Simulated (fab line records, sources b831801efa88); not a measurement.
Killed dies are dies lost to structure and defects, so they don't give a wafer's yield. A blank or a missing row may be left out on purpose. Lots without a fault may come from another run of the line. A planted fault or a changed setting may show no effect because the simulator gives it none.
A sampling plan put to the test | flow gf180mcu | one fab line, 43 faults that these records tell of, each judged on the records of the lots that it struck
The plan is the line's own looks: the steps of the route at which a gauge or an inspection reads the wafer and doesn't change it. A look can be judged if struck wafers have a number there and the file gives its usual mean and standard deviation on fault-free wafers. Caught: at a look after the fault's first step, the mean of the struck wafers lies 4 or more of those standard deviations (sigma) from the usual mean. On the tool: the same test on the tool's own readings at the fault's steps. Another recipe on the struck wafers, or a record that is blank for them alone, also counts as caught.

THE FAULTS, as the simulator had put them in
1. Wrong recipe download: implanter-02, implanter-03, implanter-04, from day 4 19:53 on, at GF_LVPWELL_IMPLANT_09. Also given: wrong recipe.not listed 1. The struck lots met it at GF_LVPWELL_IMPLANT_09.
2. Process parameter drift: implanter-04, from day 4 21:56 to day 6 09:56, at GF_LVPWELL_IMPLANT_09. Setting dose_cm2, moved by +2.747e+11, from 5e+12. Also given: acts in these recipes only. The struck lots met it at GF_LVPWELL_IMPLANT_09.
3. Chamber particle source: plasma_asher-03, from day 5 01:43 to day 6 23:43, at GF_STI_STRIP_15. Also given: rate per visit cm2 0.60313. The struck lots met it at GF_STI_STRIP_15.
4. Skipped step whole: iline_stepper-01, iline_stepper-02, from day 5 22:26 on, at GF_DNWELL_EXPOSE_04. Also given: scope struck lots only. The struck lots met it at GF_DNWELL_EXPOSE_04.
5. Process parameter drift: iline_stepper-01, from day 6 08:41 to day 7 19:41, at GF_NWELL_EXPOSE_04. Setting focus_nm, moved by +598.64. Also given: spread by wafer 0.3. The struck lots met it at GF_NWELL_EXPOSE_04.
6. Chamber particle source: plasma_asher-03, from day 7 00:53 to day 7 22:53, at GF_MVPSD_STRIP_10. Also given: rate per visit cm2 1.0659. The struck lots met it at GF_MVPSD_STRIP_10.
7. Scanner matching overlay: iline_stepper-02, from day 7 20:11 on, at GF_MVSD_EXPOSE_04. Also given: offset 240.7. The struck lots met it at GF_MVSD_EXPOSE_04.
8. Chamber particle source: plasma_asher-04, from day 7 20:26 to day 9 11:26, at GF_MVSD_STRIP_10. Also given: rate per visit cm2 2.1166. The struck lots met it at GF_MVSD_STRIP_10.
9. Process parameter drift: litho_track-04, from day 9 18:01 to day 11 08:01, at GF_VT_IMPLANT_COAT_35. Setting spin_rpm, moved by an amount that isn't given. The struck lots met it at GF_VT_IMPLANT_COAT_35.
10. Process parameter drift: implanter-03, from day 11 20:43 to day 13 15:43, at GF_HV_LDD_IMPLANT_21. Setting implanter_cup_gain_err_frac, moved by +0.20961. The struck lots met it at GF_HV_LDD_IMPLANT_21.
11. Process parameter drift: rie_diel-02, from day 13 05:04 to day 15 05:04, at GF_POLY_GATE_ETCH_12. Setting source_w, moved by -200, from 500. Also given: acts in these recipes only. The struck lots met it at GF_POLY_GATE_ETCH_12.
12. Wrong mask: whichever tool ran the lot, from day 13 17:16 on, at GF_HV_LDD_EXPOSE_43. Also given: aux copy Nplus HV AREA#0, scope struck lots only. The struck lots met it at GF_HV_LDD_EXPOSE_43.
13. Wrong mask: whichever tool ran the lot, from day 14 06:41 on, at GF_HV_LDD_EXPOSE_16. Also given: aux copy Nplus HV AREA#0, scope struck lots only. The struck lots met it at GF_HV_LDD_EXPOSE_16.
14. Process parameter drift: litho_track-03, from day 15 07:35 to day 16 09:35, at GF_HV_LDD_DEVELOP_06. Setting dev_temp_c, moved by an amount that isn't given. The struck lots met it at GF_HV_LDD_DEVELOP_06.
15. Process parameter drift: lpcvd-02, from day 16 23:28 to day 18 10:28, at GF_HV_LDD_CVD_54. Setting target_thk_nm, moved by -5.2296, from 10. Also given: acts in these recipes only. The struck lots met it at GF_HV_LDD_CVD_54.
16. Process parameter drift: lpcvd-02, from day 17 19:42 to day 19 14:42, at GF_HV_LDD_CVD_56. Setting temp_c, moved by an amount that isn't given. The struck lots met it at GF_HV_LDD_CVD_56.
17. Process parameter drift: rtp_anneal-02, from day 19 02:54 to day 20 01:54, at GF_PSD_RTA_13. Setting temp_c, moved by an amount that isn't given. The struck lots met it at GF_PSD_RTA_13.
18. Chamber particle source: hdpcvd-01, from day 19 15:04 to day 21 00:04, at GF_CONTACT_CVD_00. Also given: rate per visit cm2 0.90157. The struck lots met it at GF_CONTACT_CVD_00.
19. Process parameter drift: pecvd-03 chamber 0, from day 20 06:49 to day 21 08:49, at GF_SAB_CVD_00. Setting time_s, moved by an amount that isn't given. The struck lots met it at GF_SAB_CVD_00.
20. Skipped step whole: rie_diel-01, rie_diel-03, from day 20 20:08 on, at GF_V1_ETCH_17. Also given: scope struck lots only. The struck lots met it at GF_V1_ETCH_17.
21. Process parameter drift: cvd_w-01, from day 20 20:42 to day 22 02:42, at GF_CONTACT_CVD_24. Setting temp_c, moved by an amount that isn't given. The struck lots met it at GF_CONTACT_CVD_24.
22. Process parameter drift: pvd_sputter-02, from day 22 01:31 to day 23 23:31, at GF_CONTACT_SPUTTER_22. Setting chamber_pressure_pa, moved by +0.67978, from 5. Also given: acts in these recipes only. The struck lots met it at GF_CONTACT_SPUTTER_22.
23. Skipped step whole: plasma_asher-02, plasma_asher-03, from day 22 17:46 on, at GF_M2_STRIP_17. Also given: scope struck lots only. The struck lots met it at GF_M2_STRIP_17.
24. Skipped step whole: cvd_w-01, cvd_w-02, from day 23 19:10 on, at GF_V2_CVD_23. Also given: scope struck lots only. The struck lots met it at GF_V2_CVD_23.
25. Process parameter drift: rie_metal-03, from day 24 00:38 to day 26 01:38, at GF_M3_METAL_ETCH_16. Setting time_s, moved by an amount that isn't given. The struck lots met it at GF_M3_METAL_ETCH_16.
26. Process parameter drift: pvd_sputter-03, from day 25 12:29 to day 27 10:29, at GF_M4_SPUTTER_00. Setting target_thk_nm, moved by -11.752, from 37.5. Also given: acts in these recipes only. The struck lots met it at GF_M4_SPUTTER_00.
27. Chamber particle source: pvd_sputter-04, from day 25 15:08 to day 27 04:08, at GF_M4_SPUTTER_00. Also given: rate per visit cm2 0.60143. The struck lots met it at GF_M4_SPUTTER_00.
28. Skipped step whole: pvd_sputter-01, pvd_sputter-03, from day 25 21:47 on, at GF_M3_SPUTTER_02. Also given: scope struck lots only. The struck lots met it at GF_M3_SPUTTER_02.
29. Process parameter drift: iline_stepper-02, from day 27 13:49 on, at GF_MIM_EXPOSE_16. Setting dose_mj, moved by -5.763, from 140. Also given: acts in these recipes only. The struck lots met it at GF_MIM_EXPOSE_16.
30. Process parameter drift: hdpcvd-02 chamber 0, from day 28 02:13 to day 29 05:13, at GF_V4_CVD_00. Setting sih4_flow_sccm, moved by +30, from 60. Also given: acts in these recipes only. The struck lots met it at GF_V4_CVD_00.
31. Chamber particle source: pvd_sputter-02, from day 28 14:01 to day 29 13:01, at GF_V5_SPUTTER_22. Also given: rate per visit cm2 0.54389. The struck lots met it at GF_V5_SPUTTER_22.
32. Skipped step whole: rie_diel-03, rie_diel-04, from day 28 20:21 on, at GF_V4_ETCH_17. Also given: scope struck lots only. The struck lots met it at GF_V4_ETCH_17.
33. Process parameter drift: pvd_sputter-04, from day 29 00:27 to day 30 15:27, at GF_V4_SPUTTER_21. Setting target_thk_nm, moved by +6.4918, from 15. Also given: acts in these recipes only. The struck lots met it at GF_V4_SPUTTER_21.
34. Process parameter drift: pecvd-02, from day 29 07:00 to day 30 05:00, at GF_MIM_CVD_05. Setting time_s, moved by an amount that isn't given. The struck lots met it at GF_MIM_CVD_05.
35. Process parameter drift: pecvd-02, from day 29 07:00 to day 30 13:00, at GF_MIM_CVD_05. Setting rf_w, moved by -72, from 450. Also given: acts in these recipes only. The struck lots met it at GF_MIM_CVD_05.
36. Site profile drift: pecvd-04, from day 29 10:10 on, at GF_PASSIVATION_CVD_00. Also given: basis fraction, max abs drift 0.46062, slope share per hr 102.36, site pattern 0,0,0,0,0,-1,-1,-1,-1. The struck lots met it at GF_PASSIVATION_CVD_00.
37. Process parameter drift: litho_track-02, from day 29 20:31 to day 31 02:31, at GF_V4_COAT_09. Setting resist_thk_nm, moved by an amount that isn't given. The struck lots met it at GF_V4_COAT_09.
38. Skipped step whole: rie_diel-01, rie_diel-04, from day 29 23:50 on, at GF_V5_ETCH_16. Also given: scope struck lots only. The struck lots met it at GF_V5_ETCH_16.
39. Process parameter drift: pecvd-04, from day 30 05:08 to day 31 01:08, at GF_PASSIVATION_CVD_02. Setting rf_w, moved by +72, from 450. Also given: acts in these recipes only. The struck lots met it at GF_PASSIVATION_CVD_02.
40. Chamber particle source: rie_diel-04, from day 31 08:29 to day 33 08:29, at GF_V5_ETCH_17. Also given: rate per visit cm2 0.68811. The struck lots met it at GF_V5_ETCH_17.
41. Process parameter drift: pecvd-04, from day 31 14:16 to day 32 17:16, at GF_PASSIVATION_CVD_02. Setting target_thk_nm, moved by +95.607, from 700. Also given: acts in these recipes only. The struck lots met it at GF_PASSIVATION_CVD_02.
42. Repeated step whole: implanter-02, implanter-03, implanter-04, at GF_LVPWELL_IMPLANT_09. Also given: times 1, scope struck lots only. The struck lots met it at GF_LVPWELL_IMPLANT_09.
43. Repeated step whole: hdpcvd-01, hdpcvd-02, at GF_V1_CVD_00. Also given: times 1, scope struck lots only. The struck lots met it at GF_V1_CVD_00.

WHAT THE PLAN SAW
fault | on the tool itself                               | first look that catches it                      | reading, sigma                                                        | median hours from its first step to that look | hours from the fault's start to the first struck lot there | judged looks passed uncaught
1     | no reading that can be judged                    | GF_LVPWELL_TW_MEAS_11                           | LVPWELL_TW +23                                                        | 0.2                                           | 2                                                          | 0
2     | dose_ions_cm2 +46 sigma                          | not the one look that can be judged after it    | strongest: LVPWELL_RS at GF_VT_IMPLANT_RS_MEAS_48, -3.2               | -                                             | -                                                          | 1
3     | under 2 sigma                                    | no look after it can be judged                  | -                                                                     | -                                             | -                                                          | 0
4     | no reading that can be judged                    | GF_DNWELL_TW_MEAS_09                            | DNWELL_TW -87                                                         | 7.8                                           | 10                                                         | 0
5     | under 2 sigma                                    | none of the 5 looks that can be judged after it | -                                                                     | -                                             | -                                                          | 5
6     | under 2 sigma                                    | no look after it can be judged                  | -                                                                     | -                                             | -                                                          | 0
7     | no reading that can be judged                    | GF_MVSD_OVL_MEAS_07                             | MVSD_OVL +99 or beyond                                                | 8.1                                           | 25                                                         | 0
8     | under 2 sigma                                    | not the one look that can be judged after it    | -                                                                     | -                                             | -                                                          | 1
9     | spin_speed_rpm +59 sigma                         | none of the 2 looks that can be judged after it | -                                                                     | -                                             | -                                                          | 2
10    | faraday_current_uA +10 sigma                     | not the one look that can be judged after it    | strongest: HV_LDD_2_TW at GF_HV_LDD_TW_MEAS_23, -3.6                  | -                                             | -                                                          | 1
11    | rf_fwd_power_W -99 or beyond sigma               | not the one look that can be judged after it    | strongest: cd_nm at GF_POLY_GATE_CD_MEAS_18, +3.0                     | -                                             | -                                                          | 1
12    | no reading that can be judged                    | GF_HV_LDD_TW_MEAS_50                            | HV_LDD_4_TW -74                                                       | 9.9                                           | 12                                                         | 0
13    | no reading that can be judged                    | GF_HV_LDD_TW_MEAS_23                            | HV_LDD_2_TW -78                                                       | 11.4                                          | 14                                                         | 0
14    | developer_temp_C +20 sigma                       | not the one look that can be judged after it    | strongest: cd_nm at GF_HV_LDD_CD_MEAS_07, -3.9                        | -                                             | -                                                          | 1
15    | under 2 sigma                                    | GF_HV_LDD_THK_MEAS_55                           | HV_LDD_CVD_54_THK -40                                                 | 1.3                                           | 6                                                          | 0
16    | susceptor_temp_C -61 sigma                       | GF_HV_LDD_THK_MEAS_57                           | HV_LDD_CVD_56_THK -35                                                 | 1.4                                           | 8                                                          | 0
17    | only faintly: lamp_power_pct +2.2 sigma          | GF_PSD_RS_MEAS_14                               | NSD_RS -29                                                            | 0.1                                           | 5                                                          | 0
18    | under 2 sigma                                    | not the one look that can be judged after it    | -                                                                     | -                                             | -                                                          | 1
19    | under 2 sigma                                    | GF_SAB_THK_MEAS_01                              | SAB_CVD_00_THK +15                                                    | 0.0                                           | 9                                                          | 0
20    | the tool's record is blank for the struck wafers | no look after it can be judged                  | -                                                                     | -                                             | -                                                          | 0
21    | susceptor_temp_C +87 sigma                       | GF_CONTACT_RS_MEAS_25                           | CONTACT_W_RS -22                                                      | 0.1                                           | 5                                                          | 0
22    | chamber_pressure_pa +67 sigma                    | no look after it can be judged                  | -                                                                     | -                                             | -                                                          | 0
23    | no reading that can be judged                    | no look after it can be judged                  | -                                                                     | -                                             | -                                                          | 0
24    | the tool's record is blank for the struck wafers | GF_V2_RS_MEAS_24                                | V2_W_RS +99 or beyond                                                 | 0.1                                           | 3                                                          | 0
25    | run_length_s -40 sigma                           | no look after it can be judged                  | -                                                                     | -                                             | -                                                          | 0
26    | under 2 sigma                                    | no look after it can be judged                  | -                                                                     | -                                             | -                                                          | 0
27    | under 2 sigma                                    | not the one look that can be judged after it    | -                                                                     | -                                             | -                                                          | 1
28    | the tool's record is blank for the struck wafers | GF_M3_RS_MEAS_05                                | M3_ALCU_RS +99 or beyond                                              | 0.1                                           | 3                                                          | 0
29    | exposure_dose_mJ_cm2 -44 sigma                   | no look after it can be judged                  | -                                                                     | -                                             | -                                                          | 0
30    | sih4_flow_sccm +99 or beyond sigma               | GF_V4_THK_MEAS_01                               | V4_CVD_00_THK +42                                                     | 0.1                                           | 4                                                          | 0
31    | under 2 sigma                                    | no look after it can be judged                  | -                                                                     | -                                             | -                                                          | 0
32    | the tool's record is blank for the struck wafers | no look after it can be judged                  | -                                                                     | -                                             | -                                                          | 0
33    | under 2 sigma                                    | no look after it can be judged                  | -                                                                     | -                                             | -                                                          | 0
34    | only faintly: run_length_s -3.4 sigma            | not the one look that can be judged after it    | strongest: MIM_CVD_05_THK at GF_MIM_THK_MEAS_06, -3.1                 | -                                             | -                                                          | 1
35    | rf_fwd_power_W -35 sigma                         | not the one look that can be judged after it    | strongest: MIM_CVD_05_THK at GF_MIM_THK_MEAS_06, -3.7                 | -                                             | -                                                          | 1
36    | under 2 sigma                                    | GF_PASSIVATION_THK_MEAS_01                      | PASSIVATION_CVD_00_THK -15                                            | 0.1                                           | 12                                                         | 0
37    | under 2 sigma                                    | not the one look that can be judged after it    | -                                                                     | -                                             | -                                                          | 1
38    | the tool's record is blank for the struck wafers | no look after it can be judged                  | -                                                                     | -                                             | -                                                          | 0
39    | rf_fwd_power_W +51 sigma                         | not the one look that can be judged after it    | strongest: PASSIVATION_CVD_02_THK at GF_PASSIVATION_THK_MEAS_03, +3.3 | -                                             | -                                                          | 1
40    | under 2 sigma                                    | none of the 2 looks that can be judged after it | -                                                                     | -                                             | -                                                          | 2
41    | under 2 sigma                                    | GF_PASSIVATION_THK_MEAS_03                      | PASSIVATION_CVD_02_THK +10                                            | 0.3                                           | 12                                                         | 0
42    | no reading that can be judged                    | GF_LVPWELL_TW_MEAS_11                           | LVPWELL_TW +6.2                                                       | 0.6                                           | -                                                          | 0
43    | no reading that can be judged                    | GF_V1_THK_MEAS_01                               | V1_CVD_00_THK +85                                                     | 0.3                                           | -                                                          | 0
A dash: the fault isn't caught, or these records don't give the number.

Caught at a look: 17 of 43. Caught on the tool: 18 of 43. By one or the other: 30 of 43.
Caught on the tool alone: faults 2, 9, 10, 11, 14, 20, 22, 25, 29, 32, 35, 38, 39.
Caught at a look alone: faults 1, 4, 7, 12, 13, 15, 17, 19, 36, 41, 42, 43.
Caught by neither: faults 3, 5, 6, 8, 18, 23, 26, 27, 31, 33, 34, 37, 40.

THINNER SAMPLING
If the look that catches a fault measured only every second or every third lot, by lot number, the first struck lot would be measured this late in the worst case:
fault | struck lots at that look, in order of time | every lot | every second lot | every third lot
1     | L323, L324, L325, L326                     | 2 h       | 6 h              | 14 h
4     | L286, L287                                 | 10 h      | 16 h             | may miss all 2
7     | L680, L681                                 | 25 h      | 30 h             | may miss all 2
12    | L668                                       | 12 h      | may miss it      | may miss it
13    | L383                                       | 14 h      | may miss it      | may miss it
15    | L690, L691                                 | 6 h       | 13 h             | may miss all 2
16    | L520, L522                                 | 8 h       | may miss all 2   | may miss all 2
17    | L217, L219                                 | 5 h       | may miss all 2   | may miss all 2
19    | L965                                       | 9 h       | may miss it      | may miss it
21    | L705, L707                                 | 5 h       | may miss all 2   | may miss all 2
24    | L161, L162, L163                           | 3 h       | 32 h             | 32 h
28    | L482, L483                                 | 3 h       | 10 h             | may miss all 2
30    | L757, L759                                 | 4 h       | may miss all 2   | may miss all 2
36    | L958, L959                                 | 12 h      | 24 h             | may miss all 2
41    | L296, L297                                 | 12 h      | 16 h             | may miss all 2
Hours are from the fault's start to the first struck lot that is measured. The limit of 4 sigma was tested on all struck wafers together, so one lot alone may lie under it. Other struck lots may not be in these records.

THE LONGEST TIMED WAY FROM STEP TO LOOK
Fault 13: a median of 11.4 hours passes between GF_HV_LDD_EXPOSE_16 and GF_HV_LDD_TW_MEAS_23. No look between them can be judged.
